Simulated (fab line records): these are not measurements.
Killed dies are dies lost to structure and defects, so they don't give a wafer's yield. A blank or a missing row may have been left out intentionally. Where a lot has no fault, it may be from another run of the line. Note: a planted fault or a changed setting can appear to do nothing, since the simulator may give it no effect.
fab line records ; flow sky130
[record] lots = 7; wafers = 21; lastDay = 50
route steps=708 shown VIA4@649 METAL5@661
lots with no fault: from the same line, run without faults
startH: start of the lot's first displayed wafer, in hours after the record's first day ; waitH: hours from the lot's prior step to this one ; " as in the row above ; L1.1+2: one row covering several wafers at once ; - no value, or no start given ; * or withheld: withheld ; < > ~ a bound
route shown NAME@n: NAME is a module with steps in the file, n the number in the route of the first one ; usual: mean/standard deviation taken from wafers without a fault ; same: alike in all rows ; chamber/n: place in a boat ; sites: per-site readings ; _std_site: standard deviation across them ; _edge_site: inner sites' mean taken away from outer sites' mean ; radiusMm: for every site, how far away it sits from the centre of the wafer ; mask NAME#n: copy n ; behind: the tool/chamber that last shaped the wafer ; hold: what put the lot on hold/how long, in hours/how the hold closed ; device: the transistor (n, p or np) that didn't switch ; end of line: tests of these same wafers at the route's end ; a step with no rows: only its recipe ; killed: count of dies lost to structure and defects at first sort (not the wafer's yield) ; map: per-die view of a wafer (x killed, . not killed, _ where there is no die)
set.NAME: setting as actually run; set.NAME@STEP: the setting as run at that earlier step ; model.NAME: the simulator's own value behind a step, which no gauge read
lots at some steps of the route; a table a step, a row a wafer
services: the hour from which a tool's chamber was out of use, counted from the record's first day as startH (under 0 if before that day), plus the number of hours and why
[[steps]]
[step SKY_VIA4_DEVELOP_10]
[recipe] resist = NOVOLAK; developer = TMAH; developTimeS = 60; devTempC = 23
[step SKY_VIA4_OVL_MEAS_11]
[usual] VIA4_OVL = -0.7/1.5
lot.wafer;tool;chamber;startH;waitH;VIA4_OVL[nm]
L659.1;overlay-02;-;1048.75;0.1;-1.9
L659.4;overlay-02;-;1048.75;0.1;-0.9
L659.5;overlay-02;-;1048.75;0.1;-1.2
L662.4;overlay-01;-;1069.82;0.1;-0.3
L662.5;overlay-01;-;1069.82;0.1;-0.5
L662.6;overlay-01;-;1069.82;0.1;-0.4
L665.1;overlay-02;-;1088.47;0.1;1.0
L665.2;overlay-02;-;1088.47;0.1;1.1
L665.4;overlay-02;-;1088.47;0.1;0.7
L666.2;overlay-02;-;1098.95;0.1;-0.5
L666.4;overlay-02;-;1098.95;0.1;-0.6
L666.5;overlay-02;-;1098.95;0.1;-0.6
L667.2;overlay-02;-;1104.10;0.1;-0.9
L667.4;overlay-02;-;1104.10;0.1;-2.1
L667.6;overlay-02;-;1104.10;0.1;-0.5
L670.1;overlay-01;-;1124.54;0.1;0.0
L670.4;overlay-01;-;1124.54;0.1;-0.2
L670.5;overlay-01;-;1124.54;0.1;-0.2
L675.2;overlay-01;-;1140.23;0.1;-1.2
L675.4;overlay-01;-;1140.23;0.1;-2.0
L675.5;overlay-01;-;1140.23;0.1;-2.1
[step SKY_VIA4_ETCH_12]
[recipe] target = SiO2; chemistry = C4F8/O2/Ar; stopOn = TiN; maskMaterial = NOVOLAK; sourceW = 1500; biasW = 1200; pressureMtorr = 40; c4f8FlowSccm = withheld; O2_flow_sccm = 6; Ar_flow_sccm = 300; timeS = withheld; targetDepthA = 5800
[usual] oesProductAu = 0.926/0.0053; rfFwdPowerW = 1491/4.7
lot.wafer;tool;chamber;startH;waitH;oesProductAu;rfFwdPowerW
L659.1;rieDiel-04;1;1048.79;0.0;0.923;1492
L659.4;rieDiel-04;3;1048.79;0.0;0.926;1499
L659.5;rieDiel-04;0;1048.79;0.0;0.929;1488
L662.4;rieDiel-04;0;1069.87;0.0;0.924;1498
L662.5;rieDiel-04;3;1069.87;0.0;0.928;1490
L662.6;rieDiel-04;2;1069.87;0.0;0.914;1489
L665.1;rieDiel-03;2;1088.51;0.0;0.932;1495
L665.2;rieDiel-03;3;1088.51;0.0;0.917;1490
L665.4;rieDiel-03;1;1088.51;0.0;0.918;1498
L666.2;rieDiel-04;2;1098.98;0.0;0.918;1484
L666.4;rieDiel-04;3;1098.98;0.0;0.927;1492
L666.5;rieDiel-04;3;1098.98;0.0;0.925;1492
L667.2;rieDiel-04;2;1104.13;0.0;0.926;1489
L667.4;rieDiel-04;3;1104.13;0.0;0.919;1496
L667.6;rieDiel-04;0;1104.13;0.0;0.922;1497
L670.1;rieDiel-04;3;1124.58;0.0;0.915;1500
L670.4;rieDiel-04;2;1124.58;0.0;0.930;1486
L670.5;rieDiel-04;2;1124.58;0.0;0.933;1484
L675.2;rieDiel-02;1;1140.26;0.0;0.928;1493
L675.4;rieDiel-02;0;1140.26;0.0;0.935;1502
L675.5;rieDiel-02;0;1140.26;0.0;0.917;1494
[step SKY_VIA4_STRIP_13]
[recipe] chemistry = O2/N2; powerW = 1400; pressureMtorr = 1500; platenTempC = withheld; o2FlowSccm = 3000; n2FlowSccm = 300; overashFraction = 0.5
[step SKY_VIA4_STRIP_14]
[recipe] chemistry = postEtchResidueRemover; timeS = 1200; tempC = 72.5
[step SKY_VIA4_CLEAN_15]
[recipe] chemistry = IPA; timeS = 180; tempC = 25
[step SKY_VIA4_CLEAN_16]
[recipe] chemistry = O3/DIW; dry = n2Spin
[step SKY_VIA4_SPUTTER_17]
[recipe] material = TiN; targetThkNm = 20; chamberPressurePa = 5; powerW = 4000; timeS = 80
[usual] cathodeDcPowerW = 4000.1/0.77; chamberPressurePa = 5.000/0.0099; throttleValvePct = 30.0/1.1
lot.wafer;tool;chamber;startH;waitH;cathodeDcPowerW;chamberPressurePa;throttleValvePct
L659.1;pvdSputter-04;-;1049.45;0.0;4002.0;4.994;29.8
L659.4;pvdSputter-04;-;1049.45;0.0;4000.0;5.002;29.7
L659.5;pvdSputter-04;-;1049.45;0.0;4000.6;4.989;29.6
L662.4;pvdSputter-01;-;1070.57;0.0;4001.5;4.999;31.0
L662.5;pvdSputter-01;-;1070.57;0.0;4000.8;5.001;31.3
L662.6;pvdSputter-01;-;1070.57;0.0;4001.2;5.009;31.2
L665.1;pvdSputter-03;-;1089.17;0.0;4001.2;5.006;31.7
L665.2;pvdSputter-03;-;1089.17;0.0;4000.2;4.984;28.4
L665.4;pvdSputter-03;-;1089.17;0.0;3999.6;4.993;28.9
L666.2;pvdSputter-01;-;1099.64;0.0;4000.7;5.005;29.4
L666.4;pvdSputter-01;-;1099.64;0.0;3999.5;5.005;31.2
L666.5;pvdSputter-01;-;1099.64;0.0;4000.2;4.997;31.1
L667.2;pvdSputter-03;-;1104.79;0.0;3999.3;5.012;28.9
L667.4;pvdSputter-03;-;1104.79;0.0;3999.0;5.011;28.7
L667.6;pvdSputter-03;-;1104.79;0.0;4000.9;4.997;28.9
L670.1;pvdSputter-01;-;1125.25;0.0;4000.0;5.000;31.1
L670.4;pvdSputter-01;-;1125.25;0.0;4000.9;4.985;29.4
L670.5;pvdSputter-01;-;1125.25;0.0;3999.1;4.984;31.0
L675.2;pvdSputter-01;-;1141.27;0.0;4000.0;5.006;29.3
L675.4;pvdSputter-01;-;1141.27;0.0;4000.0;4.986;31.2
L675.5;pvdSputter-01;-;1141.27;0.0;3998.6;5.010;29.5
[step SKY_VIA4_CVD_18]
[recipe] material = W; targetThkNm = 505; timeS = 152.14; tempC = 400; pressureTorr = 40
[usual] heaterPowerW = 843/56
lot.wafer;tool;chamber;startH;waitH;heaterPowerW
L659.1;cvdW-01;0;1049.51;0.0;863
L659.4;cvdW-01;0;1049.51;0.0;856
L659.5;cvdW-01;0;1049.51;0.0;869
L662.4;cvdW-02;1;1070.68;0.1;835
L662.5;cvdW-02;1;1070.68;0.1;852
L662.6;cvdW-02;0;1070.68;0.1;761
L665.1;cvdW-01;0;1089.23;0.0;857
L665.2;cvdW-01;1;1089.23;0.0;893
L665.4;cvdW-01;0;1089.23;0.0;880
L666.2;cvdW-02;0;1099.71;0.0;753
L666.4;cvdW-02;0;1099.71;0.0;766
L666.5;cvdW-02;0;1099.71;0.0;761
L667.2;cvdW-01;1;1104.86;0.0;895
L667.4;cvdW-01;0;1104.86;0.0;856
L667.6;cvdW-01;1;1104.86;0.0;926
L670.1;cvdW-02;0;1125.31;0.0;774
L670.4;cvdW-02;1;1125.31;0.0;837
L670.5;cvdW-02;1;1125.31;0.0;878
L675.2;cvdW-01;1;1141.33;0.0;915
L675.4;cvdW-01;0;1141.33;0.0;881
L675.5;cvdW-01;1;1141.33;0.0;912
[step SKY_VIA4_RS_MEAS_19]
[recipe] thkMeasGauge = four-point-probe; reads = W_of_VIA4_CVD_18+TiN_of_VIA4_SPUTTER_17
[usual] VIA4_W_RS = 0.2250/0.003
lot.wafer;tool;chamber;startH;waitH;VIA4_W_RS[ohm/sq]
L659.1;filmMetro-04;-;1049.66;0.1;0.2272
L659.4;filmMetro-04;-;1049.66;0.1;0.2276
L659.5;filmMetro-04;-;1049.66;0.1;0.2311
L662.4;filmMetro-04;-;1070.84;0.1;0.2267
L662.5;filmMetro-04;-;1070.84;0.1;0.2266
L662.6;filmMetro-04;-;1070.84;0.1;0.2230
L665.1;filmMetro-04;-;1089.39;0.1;0.2304
L665.2;filmMetro-04;-;1089.39;0.1;0.2266
L665.4;filmMetro-04;-;1089.39;0.1;0.2316
L666.2;filmMetro-04;-;1099.88;0.1;0.2233
L666.4;filmMetro-04;-;1099.88;0.1;0.2242
L666.5;filmMetro-04;-;1099.88;0.1;0.2244
L667.2;filmMetro-04;-;1105.03;0.1;0.2255
L667.4;filmMetro-04;-;1105.03;0.1;0.2289
L667.6;filmMetro-04;-;1105.03;0.1;0.2246
L670.1;filmMetro-04;-;1125.47;0.1;0.2216
L670.4;filmMetro-04;-;1125.47;0.1;0.2234
L670.5;filmMetro-04;-;1125.47;0.1;0.2217
L675.2;filmMetro-01;-;1141.51;0.1;0.2200
L675.4;filmMetro-01;-;1141.51;0.1;0.2246
L675.5;filmMetro-01;-;1141.51;0.1;0.2214
[step SKY_VIA4_THK_MEAS_20]
[recipe] thkMeasGauge = xrf; reads = W_of_VIA4_CVD_18
[usual] VIA4_W_THK = 495/9
lot.wafer;tool;chamber;startH;waitH;VIA4_W_THK[nm]
L659.1;filmMetro-04;-;1049.78;0.1;484
L659.4;filmMetro-04;-;1049.78;0.1;487
L659.5;filmMetro-04;-;1049.78;0.1;473
L662.4;filmMetro-04;-;1070.93;0.1;488
L662.5;filmMetro-04;-;1070.93;0.1;489
L662.6;filmMetro-04;-;1070.93;0.1;491
L665.1;filmMetro-04;-;1089.51;0.1;476
L665.2;filmMetro-04;-;1089.51;0.1;484
L665.4;filmMetro-04;-;1089.51;0.1;476
L666.2;filmMetro-04;-;1099.99;0.1;492
L666.4;filmMetro-04;-;1099.99;0.1;489
L666.5;filmMetro-04;-;1099.99;0.1;489
L667.2;filmMetro-04;-;1105.14;0.1;489
L667.4;filmMetro-04;-;1105.14;0.1;484
L667.6;filmMetro-04;-;1105.14;0.1;492
L670.1;filmMetro-04;-;1125.59;0.1;497
L670.4;filmMetro-04;-;1125.59;0.1;491
L670.5;filmMetro-04;-;1125.59;0.1;498
L675.2;filmMetro-01;-;1141.62;0.1;505
L675.4;filmMetro-01;-;1141.62;0.1;493
L675.5;filmMetro-01;-;1141.62;0.1;499
[step SKY_VIA4_CMP_21]
[recipe] stopOn = SiO2; tOverpolishS = 25; downForcePsi = 3.5; platenRpm = 60; targetThkNm = 0; padVelocityMS = 0.94248
[usual] headPressurePsi = 3.498/0.0075; motorCurrentA = 11.0/0.93; overpolishRunS = 24.999/0.01; timeToEndpointS = 121/5.6
[same] tOverpolishS = 25
lot.wafer;tool;chamber;startH;waitH;headPressurePsi;motorCurrentA;overpolishRunS;timeToEndpointS
L659.4;cmp-01;0;1049.94;0.1;3.503;10.7;24.990;126
L659.1;cmp-01;1;1049.94;0.1;3.490;9.8;25.011;118
L659.5;cmp-01;3;1049.94;0.1;3.496;12.5;24.996;112
L662.4;cmp-01;0;1071.06;0.1;3.496;10.9;25.015;129
L662.5;cmp-01;2;1071.06;0.1;3.484;11.4;24.994;116
L662.6;cmp-01;3;1071.06;0.1;3.502;12.5;24.999;117
L665.2;cmp-01;1;1089.64;0.1;3.496;9.4;25.013;113
L665.4;cmp-01;2;1089.64;0.1;3.497;10.9;24.995;115
L665.1;cmp-01;3;1089.64;0.1;3.500;12.5;25.001;120
L666.4;cmp-02;3;1100.04;0.0;3.509;10.2;24.994;121
L666.2;cmp-02;0;1100.04;0.0;3.510;10.8;25.021;120
L666.5;cmp-02;3;1100.04;0.0;3.516;9.9;24.988;121
L667.2;cmp-02;3;1105.19;0.0;3.501;10.0;24.998;122
L667.4;cmp-02;2;1105.19;0.0;3.497;10.4;24.993;127
L667.6;cmp-02;0;1105.19;0.0;3.497;11.1;25.013;122
L670.1;cmp-02;3;1125.75;0.1;3.489;10.3;24.989;125
L670.4;cmp-02;0;1125.75;0.1;3.504;11.1;25.002;123
L670.5;cmp-02;2;1125.75;0.1;3.503;10.0;24.998;129
L675.2;cmp-01;2;1141.83;0.2;3.507;11.1;25.002;120
L675.4;cmp-01;3;1141.83;0.2;3.500;12.7;24.992;119
L675.5;cmp-01;3;1141.83;0.2;3.493;12.3;25.002;118
[step SKY_METAL5_SPUTTER_00]
[recipe] material = Ti; targetThkNm = 15; powerW = 3000; timeS = 10; chamberPressurePa = 0.4
[usual] cathodeDcPowerW = 3000.0/0.52; chamberPressurePa = 0.3999/0.00071; throttleValvePct = 30.4/1.2
lot.wafer;tool;chamber;startH;waitH;cathodeDcPowerW;chamberPressurePa;throttleValvePct
L659.1;pvdSputter-03;-;1050.14;0.1;3000.3;0.4012;31.8
L659.4;pvdSputter-03;-;1050.14;0.1;3000.1;0.4001;29.2
L659.5;pvdSputter-03;-;1050.14;0.1;2999.2;0.4010;29.0
L662.4;pvdSputter-03;-;1071.26;0.1;3000.1;0.3999;31.5
L662.5;pvdSputter-03;-;1071.26;0.1;3001.3;0.3999;31.5
L662.6;pvdSputter-03;-;1071.26;0.1;2999.5;0.3997;28.4
L665.1;pvdSputter-03;-;1089.94;0.1;-;-;-
L665.2;pvdSputter-03;-;1089.94;0.1;-;-;-
L665.4;pvdSputter-03;-;1089.94;0.1;-;-;-
L666.2;pvdSputter-02;-;1100.34;0.2;-;-;-
L666.4;pvdSputter-02;-;1100.34;0.2;-;-;-
L666.5;pvdSputter-02;-;1100.34;0.2;-;-;-
L667.2;pvdSputter-03;-;1105.49;0.2;-;-;-
L667.4;pvdSputter-03;-;1105.49;0.2;-;-;-
L667.6;pvdSputter-03;-;1105.49;0.2;-;-;-
L670.1;pvdSputter-02;-;1125.95;0.1;2999.9;0.3997;30.7
L670.4;pvdSputter-02;-;1125.95;0.1;2999.8;0.4003;33.6
L670.5;pvdSputter-02;-;1125.95;0.1;3000.5;0.3988;31.0
L675.2;pvdSputter-03;-;1142.13;0.2;2999.7;0.4002;30.7
L675.4;pvdSputter-03;-;1142.13;0.2;3000.1;0.4003;29.1
L675.5;pvdSputter-03;-;1142.13;0.2;2999.6;0.4005;30.9
[step SKY_METAL5_SPUTTER_01]
[recipe] material = TiN; targetThkNm = 20; powerW = 6500; timeS = 16.7; chamberPressurePa = 0.4
[usual] cathodeDcPowerW = 6500.0/1.2; chamberPressurePa = 0.4001/0.00085; throttleValvePct = 30.4/1.2
lot.wafer;tool;chamber;startH;waitH;cathodeDcPowerW;chamberPressurePa;throttleValvePct
L659.1;pvdSputter-03;-;1050.17;0.0;6498.8;0.3998;31.5
L659.4;pvdSputter-03;-;1050.17;0.0;6501.5;0.3994;29.0
L659.5;pvdSputter-03;-;1050.17;0.0;6498.4;0.4000;29.0
L662.4;pvdSputter-03;-;1071.28;0.0;6499.6;0.4008;31.6
L662.5;pvdSputter-03;-;1071.28;0.0;6501.3;0.4006;31.7
L662.6;pvdSputter-03;-;1071.28;0.0;6498.1;0.4000;28.4
L665.1;pvdSputter-03;-;1089.97;0.0;6500.2;0.4004;31.7
L665.2;pvdSputter-03;-;1089.97;0.0;6500.0;0.3995;28.5
L665.4;pvdSputter-03;-;1089.97;0.0;6499.5;0.3996;30.7
L666.2;pvdSputter-02;-;1100.36;0.0;6500.2;0.4007;30.4
L666.4;pvdSputter-02;-;1100.36;0.0;6499.3;0.4007;31.2
L666.5;pvdSputter-02;-;1100.36;0.0;6500.5;0.3991;30.6
L667.2;pvdSputter-03;-;1105.51;0.0;6499.0;0.3996;29.2
L667.4;pvdSputter-03;-;1105.51;0.0;6499.4;0.4004;28.6
L667.6;pvdSputter-03;-;1105.51;0.0;6500.5;0.3994;30.8
L670.1;pvdSputter-02;-;1125.97;0.0;6499.7;0.4005;30.3
L670.4;pvdSputter-02;-;1125.97;0.0;6499.0;0.4004;33.3
L670.5;pvdSputter-02;-;1125.97;0.0;6501.2;0.3982;30.8
L675.2;pvdSputter-03;-;1142.15;0.0;6500.6;0.4000;30.9
L675.4;pvdSputter-03;-;1142.15;0.0;6500.4;0.4022;28.8
L675.5;pvdSputter-03;-;1142.15;0.0;6501.7;0.3991;30.8
[[services]]
tool;chamber;startH;hours;kind
pvdSputter-02;-;1027.40;8.6;repair
cmp-01;-;1033.11;0.6;repair
cmp-02;-;1034.12;1.6;repair
pvdSputter-04;-;1055.98;5.3;repair
rieDiel-04;1;1064.42;10.2;repair
cmp-02;-;1066.20;1.7;repair
cmp-02;-;1074.51;2.5;repair
rieDiel-04;0;1079.40;3.8;repair
cvdW-01;-;1083.38;0.7;repair
cmp-02;-;1084.47;4.0;pm
cmp-02;-;1088.47;-;consumableReplace:conditioner
cmp-02;-;1088.47;-;consumableReplace:pad
pvdSputter-04;-;1091.96;14.1;repair
rieDiel-03;3;1110.49;-;clean
rieDiel-03;3;1110.49;22.9;scheduledDown
rieDiel-03;3;1110.49;22.9;ventCycle
cmp-02;-;1126.36;5.5;pm
rieDiel-02;1;1140.88;9.6;repair
rieDiel-03;0;1141.67;5.4;repair
[[key]]
[firstSign] step = SKY_METAL5_SPUTTER_00; reading = toolRecord; direction = missing
effect none on later readings
metAt SKY_METAL5_SPUTTER_00
struckWafers L665.1,L665.2,L665.4,L666.2,L666.4,L666.5,L667.2,L667.4,L667.6
laterRowsLeftOut L665.1,L665.2,L665.4,L666.2,L666.4,L666.5,L667.2,L667.4,L667.6
sortLeftOut L665.1,L665.2,L665.4,L666.2,L666.4,L666.5,L667.2,L667.4,L667.6
onsetBetween 1071.26 1089.94
[fault] kind = skippedStepWhole; tool = pvdSputter-02,pvdSputter-03; chamber = -; onsetH = 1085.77; steps = SKY_METAL5_SPUTTER_00; scope = struckLotsOnly
// sortLeftOut: the simulated sort isn't trusted on such a fault, so these wafers' sort isn't shown, and their yield isn't known
// laterRowsLeftOut: the simulator's readings of these wafers behind a module that went badly wrong aren't trusted and aren't shown, but for the sort
